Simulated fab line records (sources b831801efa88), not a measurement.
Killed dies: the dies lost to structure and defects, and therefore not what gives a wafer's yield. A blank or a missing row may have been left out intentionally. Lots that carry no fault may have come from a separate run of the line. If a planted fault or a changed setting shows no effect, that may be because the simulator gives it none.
2 desks looking at one fault || flow gf180mcu || what lay behind the numbers comes last; until then each desk has only its own

== FROM THE METROLOGY DESK ==
Means of the sampled wafers that have a number, per lot and without regard to the tool the lot ran on: this is what the gauges read. Marked OUT: a lot whose mean sits more than 4 standard deviations from the usual mean, which makes it out of limits; the brackets give that distance.
Columns: A = HV_LDD_01_OVL at GF_HV_LDD_OVL_MEAS_20, usual 0.3 nm
{"lot": "L632", "first seen here": "day 11 20:08", "A": 2.3}
{"lot": "L633", "first seen here": "day 12 03:16", "A": 1.5}
{"lot": "L634", "first seen here": "day 12 03:56", "A": -0.6}
{"lot": "L635", "first seen here": "day 12 09:41", "A": -0.5}
{"lot": "L636", "first seen here": "day 12 14:31", "A": 0.5}
{"lot": "L638", "first seen here": "day 13 12:56", "A": 1.3}
{"lot": "L646", "first seen here": "day 15 21:53", "A": 0.6}
{"lot": "L648", "first seen here": "day 16 15:55", "A": -0.4}
{"lot": "L647", "first seen here": "day 16 17:50", "A": 0.7}
{"lot": "L649", "first seen here": "day 16 21:53", "A": 0.5}
{"lot": "L650", "first seen here": "day 17 04:47", "A": -2.7}
{"lot": "L652", "first seen here": "day 17 15:27", "A": 0.9}
{"lot": "L653", "first seen here": "day 18 07:14", "A": -2.4}
Finding of this desk: none of the 13 lots has anything out of limits.

== AT THE TOOL OWNER'S DESK: litho_track-03 ==
The tool's own readings at GF_VT_IMPLANT_DEVELOP_28 (develop time 60 s): means of the sampled wafers that have a number, for each lot that ran on this tool. Marked OUT: a lot whose mean sits more than 4 standard deviations from the usual mean, which makes it out of limits; the brackets give that distance.
Columns: A = developer_temp_C at GF_VT_IMPLANT_DEVELOP_28, usual 22.99 C
{"lot": "L632", "first seen here": "day 7 18:55", "A": 23.02}
{"lot": "L635", "first seen here": "day 8 08:29", "A": 23.02}
{"lot": "L636", "first seen here": "day 8 13:46", "A": 22.96}
{"lot": "L646", "first seen here": "day 11 04:28", "A": "20.51 (-25) OUT"}
{"lot": "L647", "first seen here": "day 11 21:41", "A": "20.79 (-22) OUT"}
This desk finds L646, L647 out of limits, L646 being first, at day 11 04:28 (developer_temp_C at GF_VT_IMPLANT_DEVELOP_28). Within limits: L632, L635, L636.

== PUT TOGETHER ==
The tool owner's desk had the chance to raise an alarm at day 11 04:28 on L646, L647.
The metrology desk saw nothing out of limits.
The metrology desk has L646, L647 on record, within its limits.
The lots listed all ran GF_VT_IMPLANT_DEVELOP_28 on litho_track-03.

== WHAT HAD BEEN PUT IN BY THE SIMULATOR ==
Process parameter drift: litho_track-03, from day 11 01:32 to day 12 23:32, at GF_VT_IMPLANT_DEVELOP_28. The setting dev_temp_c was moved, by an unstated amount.
Struck lots among those shown: L646, L647.
Each desk's first reading out of limits, in hours after the fault started: the tool owner's desk, 3.
